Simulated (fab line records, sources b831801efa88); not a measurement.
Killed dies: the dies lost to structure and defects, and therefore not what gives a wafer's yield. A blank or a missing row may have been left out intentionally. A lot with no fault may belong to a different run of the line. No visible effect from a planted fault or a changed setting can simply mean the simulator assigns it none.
Chamber matching + flow gf180mcu + 4 sister chambers for GF_CONTACT_CMP_04 on cmp-02
The step polishes SiO2. 16 wafers are shown with their chamber, then 7 later ones without.

## WAFERS, EACH WITH ITS CHAMBER
| wafer  | chamber | motorCurrentA (A) | timeToEndpointS (s) |
|--------|---------|-------------------|---------------------|
| L824.3 | 3       | 10.6              | 113                 |
| L824.5 | 3       | 11.0              | 119                 |
| L824.6 | 2       | 12.8              | 115                 |
| L832.2 | 3       | 10.3              | 109                 |
| L832.6 | 1       | 12.4              | 115                 |
| L841.2 | 3       | 10.8              | 107                 |
| L841.3 | 0       | 12.1              | 110                 |
| L841.6 | 3       | 10.3              | 113                 |
| L842.3 | 0       | 11.7              | 98                  |
| L842.4 | 1       | 12.2              | 101                 |
| L842.5 | 2       | 13.1              | 102                 |
| L843.3 | 3       | 10.9              | 110                 |
| L843.5 | 0       | 11.8              | 107                 |
| L843.6 | 1       | 11.7              | 105                 |
| L844.1 | 0       | 12.0              | 105                 |
| L844.3 | 3       | 10.8              | 110                 |

SIGNATURES (means of the wafers above)
| reading         | chamber 0 | chamber 1 | chamber 2 | chamber 3 | scatter within a chamber |
|-----------------|-----------|-----------|-----------|-----------|--------------------------|
| motorCurrentA   | 11.900    | 12.100    | 12.950    | 10.671    | 0.271                    |
| timeToEndpointS | 105.00    | 107.00    | 108.50    | 111.57    | 5.46                     |
Rule: for each reading, subtract the chamber's mean from the wafer's reading, divide by that reading's scatter and square the result; add these up over the readings and take the root, which gives the wafer's distance from the chamber. The wafer belongs to the nearest chamber; if the next one is less than 2 further off, it can't be placed. The scatter is the square root of a quotient: the sum, over the shown wafers, of each reading's squared deviation from its chamber's mean, divided by wafers minus chambers.

## WAFERS MISSING THEIR CHAMBER
| wafer  | motorCurrentA (A) | timeToEndpointS (s) |
|--------|-------------------|---------------------|
| L844.5 | 13.6              | 112                 |
| L845.2 | 12.0              | 104                 |
| L845.3 | 10.4              | 95                  |
| L845.6 | 11.4              | 104                 |
| L846.3 | 12.5              | 98                  |
| L846.4 | 11.2              | 102                 |
| L846.6 | 13.3              | 108                 |

## CHAMBER TAKEN BY EACH
| wafer  | from the rows above          | in truth |
|--------|------------------------------|----------|
| L844.5 | 2                            | 2        |
| L845.2 | can't be placed: 0 or 1      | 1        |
| L845.3 | 3                            | 3        |
| L845.6 | can't be placed: 0 or 1 or 3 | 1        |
| L846.3 | can't be placed: 1 or 2 or 0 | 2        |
| L846.4 | can't be placed: 3 or 0 or 1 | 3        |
| L846.6 | 2                            | 2        |
Correct placement for 3 of the 7. Not placeable from these rows: 4 (in 4, the candidates include the true chamber). 0 placed wrongly.
